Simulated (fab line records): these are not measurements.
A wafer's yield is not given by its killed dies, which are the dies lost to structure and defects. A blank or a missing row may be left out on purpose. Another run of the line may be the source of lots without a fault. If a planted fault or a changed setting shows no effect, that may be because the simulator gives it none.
fab line records :: flow gf180mcu
record
  lots=5
  wafers=15
  lastDay=34
route steps=602 shown HV_LDD@209
lots with no fault: from the same line, run without faults
startH: start of the lot's first displayed wafer, in hours after the record's first day :: waitH: time in hours since the lot's previous step :: " identical to the entry in the row above :: L1.1+2: one row covering several wafers at once :: - no value, or no start given :: * or withheld: withheld :: < > ~ a bound
route shown NAME@n: names a module that has steps shown in the file, with the first one's number in the route :: usual: average and standard deviation across the fault-free wafers :: same: alike in all rows :: chamber/n: place in a boat :: sites: per-site readings :: _std_site: standard deviation across them :: _edge_site: inner sites' mean taken away from outer sites' mean :: radiusMm: how far each site lies from the wafer's centre :: mask NAME#n: copy n :: behind: the last tool/chamber to shape the wafer :: hold: reason for holding the lot/hours on hold/outcome of the hold :: device: the n, p or np transistor that did not switch :: end of line: at the end of the route, the tests of the same wafers :: for a step that has no rows: nothing shown but its recipe :: killed: not the wafer's yield, but the dies lost to structure and defects at the first sort :: map: a wafer's dies, marking killed ones x, the rest . and places with no die _
set.NAME: the setting that was run; set.NAME@STEP: the one run at that earlier step :: model.NAME: the simulator's own value behind a step, which no gauge read
lots seen at some steps along the route; tables by step, rows by wafer
services: when a tool's chamber went out of use (startH, in hours from the record's first day, below 0 if earlier), for how many hours, and the reason
## steps
# step GF_HV_LDD_IMPLANT_33
# recipe
  species=P
  energyKev=60
  doseCm2=7.5e+12
  tiltDeg=30
  rotationDeg=0
# usual
  beamEnergyKeV=60.003/0.02
  beamOnS=9.98/0.21
  doseIonsCm2=7.499e+12/7.3e+09
lot.wafer: L077.2
tool: implanter-01
chamber: 0
startH: 274.58
waitH: 0.0
beamEnergyKeV: 60.005
beamOnS: 10.23
doseIonsCm2: 7.498e+12

lot.wafer: L077.5
tool: implanter-01
chamber: 0
startH: 274.58
waitH: 0.0
beamEnergyKeV: 60.026
beamOnS: 9.76
doseIonsCm2: 7.503e+12

lot.wafer: L077.6
tool: implanter-01
chamber: 0
startH: 274.58
waitH: 0.0
beamEnergyKeV: 60.013
beamOnS: 9.96
doseIonsCm2: 7.493e+12

lot.wafer: L084.1
tool: implanter-01
chamber: 0
startH: 331.38
waitH: 0.0
beamEnergyKeV: 59.987
beamOnS: 10.24
doseIonsCm2: 7.497e+12

lot.wafer: L084.3
tool: implanter-01
chamber: 0
startH: 331.38
waitH: 0.0
beamEnergyKeV: 59.998
beamOnS: 10.16
doseIonsCm2: 7.501e+12

lot.wafer: L084.6
tool: implanter-01
chamber: 0
startH: 331.38
waitH: 0.0
beamEnergyKeV: 60.003
beamOnS: 9.95
doseIonsCm2: 7.487e+12

lot.wafer: L087.3
tool: implanter-01
chamber: 0
startH: 357.06
waitH: 0.1
beamEnergyKeV: 60.032
beamOnS: 9.94
doseIonsCm2: 7.497e+12

lot.wafer: L087.5
tool: implanter-01
chamber: 0
startH: 357.06
waitH: 0.1
beamEnergyKeV: 60.003
beamOnS: 9.95
doseIonsCm2: 7.494e+12

lot.wafer: L087.6
tool: implanter-01
chamber: 0
startH: 357.06
waitH: 0.1
beamEnergyKeV: 59.975
beamOnS: 10.30
doseIonsCm2: 7.484e+12

lot.wafer: L093.1
tool: implanter-02
chamber: 0
startH: 406.18
waitH: 0.0
beamEnergyKeV: 59.998
beamOnS: 9.94
doseIonsCm2: 7.503e+12

lot.wafer: L093.4
tool: implanter-02
chamber: 0
startH: 406.18
waitH: 0.0
beamEnergyKeV: 59.999
beamOnS: 10.01
doseIonsCm2: 7.515e+12

lot.wafer: L093.5
tool: implanter-02
chamber: 0
startH: 406.18
waitH: 0.0
beamEnergyKeV: 59.996
beamOnS: 9.78
doseIonsCm2: 7.506e+12

lot.wafer: L095.1
tool: implanter-01
chamber: 0
startH: 418.43
waitH: 0.0
beamEnergyKeV: 59.983
beamOnS: 9.90
doseIonsCm2: 7.502e+12

lot.wafer: L095.2
tool: implanter-01
chamber: 0
startH: 418.43
waitH: 0.0
beamEnergyKeV: 60.004
beamOnS: 9.83
doseIonsCm2: 7.497e+12

lot.wafer: L095.5
tool: implanter-01
chamber: 0
startH: 418.43
waitH: 0.0
beamEnergyKeV: 59.970
beamOnS: 9.98
doseIonsCm2: 7.502e+12
# step GF_HV_LDD_IMPLANT_34
# recipe
  species=P
  energyKev=60
  doseCm2=7.5e+12
  tiltDeg=30
  rotationDeg=90
# usual
  beamEnergyKeV=59.997/0.018
  beamOnS=9.97/0.17
  doseIonsCm2=7.502e+12/8.3e+09
lot.wafer: L077.2
tool: implanter-01
chamber: 0
startH: 274.73
waitH: 0.1
beamEnergyKeV: 60.017
beamOnS: 9.97
doseIonsCm2: 7.488e+12

lot.wafer: L077.5
tool: implanter-01
chamber: 0
startH: 274.73
waitH: 0.1
beamEnergyKeV: 60.008
beamOnS: 10.04
doseIonsCm2: 7.498e+12

lot.wafer: L077.6
tool: implanter-01
chamber: 0
startH: 274.73
waitH: 0.1
beamEnergyKeV: 59.992
beamOnS: 10.32
doseIonsCm2: 7.488e+12

lot.wafer: L084.1
tool: implanter-01
chamber: 0
startH: 331.53
waitH: 0.1
beamEnergyKeV: 59.979
beamOnS: 9.64
doseIonsCm2: 7.509e+12

lot.wafer: L084.3
tool: implanter-01
chamber: 0
startH: 331.53
waitH: 0.1
beamEnergyKeV: 59.974
beamOnS: 9.84
doseIonsCm2: 7.499e+12

lot.wafer: L084.6
tool: implanter-01
chamber: 0
startH: 331.53
waitH: 0.1
beamEnergyKeV: 59.998
beamOnS: 9.67
doseIonsCm2: 7.499e+12

lot.wafer: L087.3
tool: implanter-01
chamber: 0
startH: 357.21
waitH: 0.1
beamEnergyKeV: 59.993
beamOnS: 10.11
doseIonsCm2: 7.493e+12

lot.wafer: L087.5
tool: implanter-01
chamber: 0
startH: 357.21
waitH: 0.1
beamEnergyKeV: 59.990
beamOnS: 9.90
doseIonsCm2: 7.499e+12

lot.wafer: L087.6
tool: implanter-01
chamber: 0
startH: 357.21
waitH: 0.1
beamEnergyKeV: 59.992
beamOnS: 10.20
doseIonsCm2: 7.498e+12

lot.wafer: L093.1
tool: implanter-02
chamber: 0
startH: 406.33
waitH: 0.1
beamEnergyKeV: 60.003
beamOnS: 9.73
doseIonsCm2: 7.503e+12

lot.wafer: L093.4
tool: implanter-02
chamber: 0
startH: 406.33
waitH: 0.1
beamEnergyKeV: 60.006
beamOnS: 10.08
doseIonsCm2: 7.508e+12

lot.wafer: L093.5
tool: implanter-02
chamber: 0
startH: 406.33
waitH: 0.1
beamEnergyKeV: 60.020
beamOnS: 10.25
doseIonsCm2: 7.496e+12

lot.wafer: L095.1
tool: implanter-01
chamber: 0
startH: 418.58
waitH: 0.1
beamEnergyKeV: 60.005
beamOnS: 9.69
doseIonsCm2: 7.513e+12

lot.wafer: L095.2
tool: implanter-01
chamber: 0
startH: 418.58
waitH: 0.1
beamEnergyKeV: 59.982
beamOnS: 10.23
doseIonsCm2: 7.507e+12

lot.wafer: L095.5
tool: implanter-01
chamber: 0
startH: 418.58
waitH: 0.1
beamEnergyKeV: 59.976
beamOnS: 10.02
doseIonsCm2: 7.512e+12
# step GF_HV_LDD_IMPLANT_35
# recipe
  species=P
  energyKev=60
  doseCm2=7.5e+12
  tiltDeg=30
  rotationDeg=180
# usual
  beamEnergyKeV=60.003/0.018
  beamOnS=10.02/0.18
  doseIonsCm2=7.502e+12/8.3e+09
lot.wafer: L077.2
tool: implanter-01
chamber: 0
startH: 274.88
waitH: 0.1
beamEnergyKeV: 59.977
beamOnS: 9.99
doseIonsCm2: 7.503e+12

lot.wafer: L077.5
tool: implanter-01
chamber: 0
startH: 274.88
waitH: 0.1
beamEnergyKeV: 59.985
beamOnS: 9.65
doseIonsCm2: 7.503e+12

lot.wafer: L077.6
tool: implanter-01
chamber: 0
startH: 274.88
waitH: 0.1
beamEnergyKeV: 59.991
beamOnS: 10.08
doseIonsCm2: 7.502e+12

lot.wafer: L084.1
tool: implanter-01
chamber: 0
startH: 331.68
waitH: 0.1
beamEnergyKeV: 60.063
beamOnS: 10.10
doseIonsCm2: 7.505e+12

lot.wafer: L084.3
tool: implanter-01
chamber: 0
startH: 331.68
waitH: 0.1
beamEnergyKeV: 60.042
beamOnS: 10.23
doseIonsCm2: 7.504e+12

lot.wafer: L084.6
tool: implanter-01
chamber: 0
startH: 331.68
waitH: 0.1
beamEnergyKeV: 60.025
beamOnS: 9.93
doseIonsCm2: 7.495e+12

lot.wafer: L087.3
tool: implanter-01
chamber: 0
startH: 357.36
waitH: 0.1
beamEnergyKeV: 60.018
beamOnS: 10.03
doseIonsCm2: 7.513e+12

lot.wafer: L087.5
tool: implanter-01
chamber: 0
startH: 357.36
waitH: 0.1
beamEnergyKeV: 60.012
beamOnS: 10.14
doseIonsCm2: 7.507e+12

lot.wafer: L087.6
tool: implanter-01
chamber: 0
startH: 357.36
waitH: 0.1
beamEnergyKeV: 60.018
beamOnS: 9.81
doseIonsCm2: 7.508e+12

lot.wafer: L093.1
tool: implanter-02
chamber: 0
startH: 406.48
waitH: 0.1
beamEnergyKeV: 59.995
beamOnS: 10.02
doseIonsCm2: 7.505e+12

lot.wafer: L093.4
tool: implanter-02
chamber: 0
startH: 406.48
waitH: 0.1
beamEnergyKeV: 60.006
beamOnS: 10.16
doseIonsCm2: 7.488e+12

lot.wafer: L093.5
tool: implanter-02
chamber: 0
startH: 406.48
waitH: 0.1
beamEnergyKeV: 60.020
beamOnS: 10.16
doseIonsCm2: 7.501e+12

lot.wafer: L095.1
tool: implanter-01
chamber: 0
startH: 418.73
waitH: 0.1
beamEnergyKeV: 59.989
beamOnS: 10.04
doseIonsCm2: 7.494e+12

lot.wafer: L095.2
tool: implanter-01
chamber: 0
startH: 418.73
waitH: 0.1
beamEnergyKeV: 59.992
beamOnS: 10.01
doseIonsCm2: 7.494e+12

lot.wafer: L095.5
tool: implanter-01
chamber: 0
startH: 418.73
waitH: 0.1
beamEnergyKeV: 59.992
beamOnS: 10.39
doseIonsCm2: 7.499e+12
# step GF_HV_LDD_IMPLANT_36
# recipe
  species=P
  energyKev=60
  doseCm2=7.5e+12
  tiltDeg=30
  rotationDeg=270
# usual
  beamEnergyKeV=60.002/0.017
  beamOnS=9.99/0.21
  doseIonsCm2=7.501e+12/8e+09
lot.wafer: L077.2
tool: implanter-01
chamber: 0
startH: 275.03
waitH: 0.1
beamEnergyKeV: 59.993
beamOnS: 10.45
doseIonsCm2: 7.502e+12

lot.wafer: L077.5
tool: implanter-01
chamber: 0
startH: 275.03
waitH: 0.1
beamEnergyKeV: 59.996
beamOnS: 9.73
doseIonsCm2: 7.497e+12

lot.wafer: L077.6
tool: implanter-01
chamber: 0
startH: 275.03
waitH: 0.1
beamEnergyKeV: 59.961
beamOnS: 9.45
doseIonsCm2: 7.501e+12

lot.wafer: L084.1
tool: implanter-01
chamber: 0
startH: 331.83
waitH: 0.1
beamEnergyKeV: 60.006
beamOnS: 10.26
doseIonsCm2: 7.505e+12

lot.wafer: L084.3
tool: implanter-01
chamber: 0
startH: 331.83
waitH: 0.1
beamEnergyKeV: 60.012
beamOnS: 10.12
doseIonsCm2: 7.491e+12

lot.wafer: L084.6
tool: implanter-01
chamber: 0
startH: 331.83
waitH: 0.1
beamEnergyKeV: 59.980
beamOnS: 9.98
doseIonsCm2: 7.498e+12

lot.wafer: L087.3
tool: implanter-01
chamber: 0
startH: 357.51
waitH: 0.1
beamEnergyKeV: 60.011
beamOnS: 10.13
doseIonsCm2: 7.5e+12

lot.wafer: L087.5
tool: implanter-01
chamber: 0
startH: 357.51
waitH: 0.1
beamEnergyKeV: 60.031
beamOnS: 9.92
doseIonsCm2: 7.493e+12

lot.wafer: L087.6
tool: implanter-01
chamber: 0
startH: 357.51
waitH: 0.1
beamEnergyKeV: 60.028
beamOnS: 10.33
doseIonsCm2: 7.496e+12

lot.wafer: L093.1
tool: implanter-02
chamber: 0
startH: 406.63
waitH: 0.1
beamEnergyKeV: 60.001
beamOnS: 9.84
doseIonsCm2: 7.494e+12

lot.wafer: L093.4
tool: implanter-02
chamber: 0
startH: 406.63
waitH: 0.1
beamEnergyKeV: 59.978
beamOnS: 10.07
doseIonsCm2: 7.496e+12

lot.wafer: L093.5
tool: implanter-02
chamber: 0
startH: 406.63
waitH: 0.1
beamEnergyKeV: 60.026
beamOnS: 9.99
doseIonsCm2: 7.497e+12

lot.wafer: L095.1
tool: implanter-01
chamber: 0
startH: 418.88
waitH: 0.1
beamEnergyKeV: 59.989
beamOnS: 9.74
doseIonsCm2: 7.523e+12

lot.wafer: L095.2
tool: implanter-01
chamber: 0
startH: 418.88
waitH: 0.1
beamEnergyKeV: 59.989
beamOnS: 9.76
doseIonsCm2: 7.513e+12

lot.wafer: L095.5
tool: implanter-01
chamber: 0
startH: 418.88
waitH: 0.1
beamEnergyKeV: 59.981
beamOnS: 9.88
doseIonsCm2: 7.517e+12
# step GF_HV_LDD_STRIP_37
# recipe
  chemistry=O2/N2
  powerW=1400
  pressureMtorr=1500
  platenTempC=250
  o2FlowSccm=3000
  n2FlowSccm=300
  overashFraction=0.5
# usual
  drypumpMotorCurrentA=5.6/0.53
  heaterPowerW=348/44
  o2FlowSccm=3000/8.8
  oesProductAu=0.716/0.0043
  stripTimeToEndpointS=12.65/0.035
lot.wafer: L077.2
tool: plasmaAsher-04
chamber: 0
startH: 275.16
waitH: 0.1
drypumpMotorCurrentA: 6.1
heaterPowerW: 392
o2FlowSccm: 3000
oesProductAu: 0.709
rfHoursCounterH: 60
stripTimeToEndpointS: 12.67

lot.wafer: L077.5
tool: plasmaAsher-04
chamber: 0
startH: 275.16
waitH: 0.1
drypumpMotorCurrentA: 6.1
heaterPowerW: 394
o2FlowSccm: 3001
oesProductAu: 0.713
rfHoursCounterH: -
stripTimeToEndpointS: 12.66

lot.wafer: L077.6
tool: plasmaAsher-04
chamber: 1
startH: 275.16
waitH: 0.1
drypumpMotorCurrentA: 6.6
heaterPowerW: 403
o2FlowSccm: 2998
oesProductAu: 0.714
rfHoursCounterH: -
stripTimeToEndpointS: 12.65

lot.wafer: L084.1
tool: plasmaAsher-04
chamber: 1
startH: 331.98
waitH: 0.1
drypumpMotorCurrentA: 6.6
heaterPowerW: 390
o2FlowSccm: 2987
oesProductAu: 0.718
rfHoursCounterH: 65
stripTimeToEndpointS: 12.66

lot.wafer: L084.3
tool: plasmaAsher-04
chamber: 0
startH: 331.98
waitH: 0.1
drypumpMotorCurrentA: 6.1
heaterPowerW: 398
o2FlowSccm: 2997
oesProductAu: 0.705
rfHoursCounterH: -
stripTimeToEndpointS: 12.59

lot.wafer: L084.6
tool: plasmaAsher-04
chamber: 0
startH: 331.98
waitH: 0.1
drypumpMotorCurrentA: 6.1
heaterPowerW: 393
o2FlowSccm: 3008
oesProductAu: 0.722
rfHoursCounterH: -
stripTimeToEndpointS: 12.64

lot.wafer: L087.3
tool: plasmaAsher-04
chamber: 0
startH: 357.64
waitH: 0.1
drypumpMotorCurrentA: 6.1
heaterPowerW: 399
o2FlowSccm: 3001
oesProductAu: 0.720
rfHoursCounterH: -
stripTimeToEndpointS: 12.65

lot.wafer: L087.5
tool: plasmaAsher-04
chamber: 1
startH: 357.64
waitH: 0.1
drypumpMotorCurrentA: 6.6
heaterPowerW: 402
o2FlowSccm: 2993
oesProductAu: 0.721
rfHoursCounterH: -
stripTimeToEndpointS: 12.70

lot.wafer: L087.6
tool: plasmaAsher-04
chamber: 0
startH: 357.64
waitH: 0.1
drypumpMotorCurrentA: 6.1
heaterPowerW: 386
o2FlowSccm: 3009
oesProductAu: 0.716
rfHoursCounterH: -
stripTimeToEndpointS: 12.65

lot.wafer: L093.1
tool: plasmaAsher-02
chamber: 0
startH: 406.78
waitH: 0.1
drypumpMotorCurrentA: 5.1
heaterPowerW: 375
o2FlowSccm: 3012
oesProductAu: 0.716
rfHoursCounterH: 74
stripTimeToEndpointS: 12.69

lot.wafer: L093.4
tool: plasmaAsher-02
chamber: 1
startH: 406.78
waitH: 0.1
drypumpMotorCurrentA: 5.7
heaterPowerW: 297
o2FlowSccm: 2999
oesProductAu: 0.711
rfHoursCounterH: -
stripTimeToEndpointS: 12.67

lot.wafer: L093.5
tool: plasmaAsher-02
chamber: 1
startH: 406.78
waitH: 0.1
drypumpMotorCurrentA: 5.7
heaterPowerW: 300
o2FlowSccm: 3010
oesProductAu: 0.721
rfHoursCounterH: -
stripTimeToEndpointS: 12.70

lot.wafer: L095.1
tool: plasmaAsher-03
chamber: 0
startH: 419.03
waitH: 0.1
drypumpMotorCurrentA: 5.6
heaterPowerW: 323
o2FlowSccm: 3001
oesProductAu: 0.717
rfHoursCounterH: 35
stripTimeToEndpointS: 12.67

lot.wafer: L095.2
tool: plasmaAsher-03
chamber: 1
startH: 419.03
waitH: 0.1
drypumpMotorCurrentA: 4.9
heaterPowerW: 294
o2FlowSccm: 3006
oesProductAu: 0.719
rfHoursCounterH: 35
stripTimeToEndpointS: 12.64

lot.wafer: L095.5
tool: plasmaAsher-03
chamber: 1
startH: 419.03
waitH: 0.1
drypumpMotorCurrentA: 4.9
heaterPowerW: 293
o2FlowSccm: 2999
oesProductAu: 0.721
rfHoursCounterH: -
stripTimeToEndpointS: 12.64
# step GF_HV_LDD_TW_MEAS_38
# usual
  HV_LDD_3_TW=1440/17
lot.wafer: L077.2
tool: filmMetro-03
chamber: -
startH: 275.27
waitH: 0.1
HV_LDD_3_TW: 1435

lot.wafer: L077.5
tool: filmMetro-03
chamber: -
startH: 275.27
waitH: 0.1
HV_LDD_3_TW: 1429

lot.wafer: L077.6
tool: filmMetro-03
chamber: -
startH: 275.27
waitH: 0.1
HV_LDD_3_TW: 1421

lot.wafer: L084.1
tool: filmMetro-04
chamber: -
startH: 332.08
waitH: 0.1
HV_LDD_3_TW: 1427

lot.wafer: L084.3
tool: filmMetro-04
chamber: -
startH: 332.08
waitH: 0.1
HV_LDD_3_TW: 1427

lot.wafer: L084.6
tool: filmMetro-04
chamber: -
startH: 332.08
waitH: 0.1
HV_LDD_3_TW: 1431

lot.wafer: L087.3
tool: filmMetro-02
chamber: -
startH: 357.73
waitH: 0.1
HV_LDD_3_TW: 1460

lot.wafer: L087.5
tool: filmMetro-02
chamber: -
startH: 357.73
waitH: 0.1
HV_LDD_3_TW: 1468

lot.wafer: L087.6
tool: filmMetro-02
chamber: -
startH: 357.73
waitH: 0.1
HV_LDD_3_TW: 1463

lot.wafer: L093.1
tool: filmMetro-03
chamber: -
startH: 406.88
waitH: 0.1
HV_LDD_3_TW: 1421

lot.wafer: L093.4
tool: filmMetro-03
chamber: -
startH: 406.88
waitH: 0.1
HV_LDD_3_TW: 1425

lot.wafer: L093.5
tool: filmMetro-03
chamber: -
startH: 406.88
waitH: 0.1
HV_LDD_3_TW: 1438

lot.wafer: L095.1
tool: filmMetro-03
chamber: -
startH: 419.13
waitH: 0.1
HV_LDD_3_TW: 1422

lot.wafer: L095.2
tool: filmMetro-03
chamber: -
startH: 419.13
waitH: 0.1
HV_LDD_3_TW: 1430

lot.wafer: L095.5
tool: filmMetro-03
chamber: -
startH: 419.13
waitH: 0.1
HV_LDD_3_TW: 1429
# step GF_HV_LDD_DEHYDRATE_39
# recipe
  tempC=200
  timeS=60
# usual
  resistLineTempC=22.98/0.13
lot.wafer: L077.2
tool: lithoTrack-02
chamber: 0
startH: 284.98
waitH: 9.7
resistLineTempC: 22.91

lot.wafer: L077.5
tool: lithoTrack-02
chamber: 0
startH: 284.98
waitH: 9.7
resistLineTempC: 22.86

lot.wafer: L077.6
tool: lithoTrack-02
chamber: 0
startH: 284.98
waitH: 9.7
resistLineTempC: 22.86

lot.wafer: L084.1
tool: lithoTrack-02
chamber: 0
startH: 341.60
waitH: 9.5
resistLineTempC: 23.16

lot.wafer: L084.3
tool: lithoTrack-02
chamber: 0
startH: 341.60
waitH: 9.5
resistLineTempC: 22.82

lot.wafer: L084.6
tool: lithoTrack-02
chamber: 0
startH: 341.60
waitH: 9.5
resistLineTempC: 22.89

lot.wafer: L087.3
tool: lithoTrack-04
chamber: 0
startH: 367.92
waitH: 10.2
resistLineTempC: 22.96

lot.wafer: L087.5
tool: lithoTrack-04
chamber: 0
startH: 367.92
waitH: 10.2
resistLineTempC: 22.86

lot.wafer: L087.6
tool: lithoTrack-04
chamber: 0
startH: 367.92
waitH: 10.2
resistLineTempC: 22.90

lot.wafer: L093.1
tool: lithoTrack-02
chamber: 0
startH: 418.55
waitH: 11.7
resistLineTempC: 23.06

lot.wafer: L093.4
tool: lithoTrack-02
chamber: 0
startH: 418.55
waitH: 11.7
resistLineTempC: 22.99

lot.wafer: L093.5
tool: lithoTrack-02
chamber: 0
startH: 418.55
waitH: 11.7
resistLineTempC: 22.91

lot.wafer: L095.1
tool: lithoTrack-03
chamber: 0
startH: 430.67
waitH: 11.5
resistLineTempC: 23.12

lot.wafer: L095.2
tool: lithoTrack-03
chamber: 0
startH: 430.67
waitH: 11.5
resistLineTempC: 23.10

lot.wafer: L095.5
tool: lithoTrack-03
chamber: 0
startH: 430.67
waitH: 11.5
resistLineTempC: 23.04
# step GF_HV_LDD_HMDS_40
# recipe
  primeTimeS=60
  primeTempC=120
# usual
  resistLineTempC=23.00/0.1
# same
  primeTimeS=60
lot.wafer: L077.2
tool: lithoTrack-02
chamber: 0
startH: 285.13
waitH: 0.1
resistLineTempC: 22.92

lot.wafer: L077.5
tool: lithoTrack-02
chamber: 0
startH: 285.13
waitH: 0.1
resistLineTempC: 23.09

lot.wafer: L077.6
tool: lithoTrack-02
chamber: 0
startH: 285.13
waitH: 0.1
resistLineTempC: 23.11

lot.wafer: L084.1
tool: lithoTrack-02
chamber: 0
startH: 341.75
waitH: 0.1
resistLineTempC: 22.95

lot.wafer: L084.3
tool: lithoTrack-02
chamber: 0
startH: 341.75
waitH: 0.1
resistLineTempC: 23.05

lot.wafer: L084.6
tool: lithoTrack-02
chamber: 0
startH: 341.75
waitH: 0.1
resistLineTempC: 22.91

lot.wafer: L087.3
tool: lithoTrack-04
chamber: 0
startH: 368.07
waitH: 0.1
resistLineTempC: 22.99

lot.wafer: L087.5
tool: lithoTrack-04
chamber: 0
startH: 368.07
waitH: 0.1
resistLineTempC: 23.08

lot.wafer: L087.6
tool: lithoTrack-04
chamber: 0
startH: 368.07
waitH: 0.1
resistLineTempC: 22.87

lot.wafer: L093.1
tool: lithoTrack-02
chamber: 0
startH: 418.70
waitH: 0.1
resistLineTempC: 23.07

lot.wafer: L093.4
tool: lithoTrack-02
chamber: 0
startH: 418.70
waitH: 0.1
resistLineTempC: 23.13

lot.wafer: L093.5
tool: lithoTrack-02
chamber: 0
startH: 418.70
waitH: 0.1
resistLineTempC: 23.02

lot.wafer: L095.1
tool: lithoTrack-03
chamber: 0
startH: 430.82
waitH: 0.1
resistLineTempC: 23.02

lot.wafer: L095.2
tool: lithoTrack-03
chamber: 0
startH: 430.82
waitH: 0.1
resistLineTempC: 22.97

lot.wafer: L095.5
tool: lithoTrack-03
chamber: 0
startH: 430.82
waitH: 0.1
resistLineTempC: 22.96
# step GF_HV_LDD_COAT_41
# recipe
  resist=NOVOLAK
  spinRpm=3000
  resistThkNm=1000
# usual
  dispensePressureKPa=52/5
  resistLineTempC=23.02/0.11
lot.wafer: L077.2
tool: lithoTrack-02
chamber: 0
startH: 285.28
waitH: 0.1
dispensePressureKPa: 59
resistLineTempC: 22.86

lot.wafer: L077.5
tool: lithoTrack-02
chamber: 0
startH: 285.28
waitH: 0.1
dispensePressureKPa: 59
resistLineTempC: 22.77

lot.wafer: L077.6
tool: lithoTrack-02
chamber: 0
startH: 285.28
waitH: 0.1
dispensePressureKPa: 59
resistLineTempC: 22.99

lot.wafer: L084.1
tool: lithoTrack-02
chamber: 0
startH: 341.90
waitH: 0.1
dispensePressureKPa: 59
resistLineTempC: 23.01

lot.wafer: L084.3
tool: lithoTrack-02
chamber: 0
startH: 341.90
waitH: 0.1
dispensePressureKPa: 59
resistLineTempC: 22.94

lot.wafer: L084.6
tool: lithoTrack-02
chamber: 0
startH: 341.90
waitH: 0.1
dispensePressureKPa: 59
resistLineTempC: 23.08

lot.wafer: L087.3
tool: lithoTrack-04
chamber: 0
startH: 368.22
waitH: 0.1
dispensePressureKPa: 48
resistLineTempC: 23.00

lot.wafer: L087.5
tool: lithoTrack-04
chamber: 0
startH: 368.22
waitH: 0.1
dispensePressureKPa: 48
resistLineTempC: 23.08

lot.wafer: L087.6
tool: lithoTrack-04
chamber: 0
startH: 368.22
waitH: 0.1
dispensePressureKPa: 48
resistLineTempC: 22.88

lot.wafer: L093.1
tool: lithoTrack-02
chamber: 0
startH: 418.85
waitH: 0.1
dispensePressureKPa: 59
resistLineTempC: 22.87

lot.wafer: L093.4
tool: lithoTrack-02
chamber: 0
startH: 418.85
waitH: 0.1
dispensePressureKPa: 59
resistLineTempC: 22.83

lot.wafer: L093.5
tool: lithoTrack-02
chamber: 0
startH: 418.85
waitH: 0.1
dispensePressureKPa: 59
resistLineTempC: 22.96

lot.wafer: L095.1
tool: lithoTrack-03
chamber: 0
startH: 430.97
waitH: 0.1
dispensePressureKPa: 48
resistLineTempC: 22.93

lot.wafer: L095.2
tool: lithoTrack-03
chamber: 0
startH: 430.97
waitH: 0.1
dispensePressureKPa: 48
resistLineTempC: 23.00

lot.wafer: L095.5
tool: lithoTrack-03
chamber: 0
startH: 430.97
waitH: 0.1
dispensePressureKPa: 48
resistLineTempC: 22.86
## services
tool: lithoTrack-03
chamber: -
startH: 275.43
hours: -
kind: consumableReplace:filter

tool: plasmaAsher-04
chamber: -
startH: 277.98
hours: 1.9
kind: repair

tool: implanter-02
chamber: -
startH: 318.39
hours: 4.4
kind: pm

tool: plasmaAsher-04
chamber: -
startH: 406.50
hours: 2.8
kind: pm

tool: plasmaAsher-04
chamber: -
startH: 412.33
hours: 1.9
kind: repair

tool: plasmaAsher-02
chamber: -
startH: 421.25
hours: 9.0
kind: pm

tool: plasmaAsher-02
chamber: 0
startH: 421.25
hours: 9.0
kind: ventCycle

tool: plasmaAsher-02
chamber: 1
startH: 421.25
hours: 9.0
kind: ventCycle

tool: plasmaAsher-02
chamber: 0
startH: 430.25
hours: -
kind: clean

tool: plasmaAsher-02
chamber: 1
startH: 430.25
hours: -
kind: clean
## key
fault none
